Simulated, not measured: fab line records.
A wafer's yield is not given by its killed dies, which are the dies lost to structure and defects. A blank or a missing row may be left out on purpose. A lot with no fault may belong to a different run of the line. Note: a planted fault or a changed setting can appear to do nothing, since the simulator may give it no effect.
A single fault, viewed from 2 desks ; flow sky130 ; only its own numbers are on each desk; what lay behind them is given at the end

TOOL OWNER'S DESK, plasmaAsher-04
The tool's own readings at SKY_METAL2_STRIP_20 (strips in O2/N2): means of the sampled wafers that have a number, for each lot that ran on this tool. The brackets show how far a lot's mean lies from the usual mean; more than 4 standard deviations puts the lot out of limits, marked OUT.
Columns: A = drypumpMotorCurrentA at SKY_METAL2_STRIP_20, usual 5.4 A; B = n2FlowSccm at SKY_METAL2_STRIP_20, usual 299.8 sccm; C = oesProductAu at SKY_METAL2_STRIP_20, usual 0.344 a.u.; D = stripTimeToEndpointS at SKY_METAL2_STRIP_20, usual 2.72 s
lot;first seen here;A;B;C;D
L780;day 36 18:07;5.2;299.7;0.345;2.73
L791;day 40 03:37;5.3;299.9;0.348;2.74
This desk found nothing out of limits on any of the 2 lots.

AT THE METROLOGY DESK
What the gauges read, lot by lot, whatever tool the lot ran on: means of the sampled wafers that have a number. The brackets show how far a lot's mean lies from the usual mean; more than 4 standard deviations puts the lot out of limits, marked OUT. It has 8 readings; the 7 that lie furthest out on some lot are the ones shown.
Columns: A = cdNm at SKY_METAL2_CD_MEAS_15, usual 140.2 nm; B = METAL2_OVL at SKY_METAL2_OVL_MEAS_16, usual 0 nm; C = VIA2_BOW at SKY_VIA2_BOW_MEAS_03, usual 85 um; D = cdNm at SKY_VIA2_CD_MEAS_12, usual 200.1 nm; E = VIA2_OVL at SKY_VIA2_OVL_MEAS_13, usual 6 nm; F = VIA2_W_RS at SKY_VIA2_RS_MEAS_22, usual 0.2736 ohm/sq; G = VIA2_W_THK at SKY_VIA2_THK_MEAS_23, usual 430 nm
lot;first seen here;A;B;C;D;E;F;G
L778;day 35 22:55;138.3;-2;77;199.1;6;0.2739;428
L780;day 36 17:48;138.2;3;86;199.9;0;0.2707;438
L789;day 39 03:49;139.5;-4;85;200.0;10;0.2754;424
L791;day 40 03:16;140.5;-3;85;200.6;6;0.2741;417
L793;day 40 19:03;141.7;-3;92;198.8;7;0.2726;435
This desk found nothing out of limits on any of the 5 lots.

PUT TOGETHER
The desk of the tool owner found nothing out of limits.
From the metrology desk's view, nothing was out of limits.

WHAT HAD BEEN PUT IN BY THE SIMULATOR
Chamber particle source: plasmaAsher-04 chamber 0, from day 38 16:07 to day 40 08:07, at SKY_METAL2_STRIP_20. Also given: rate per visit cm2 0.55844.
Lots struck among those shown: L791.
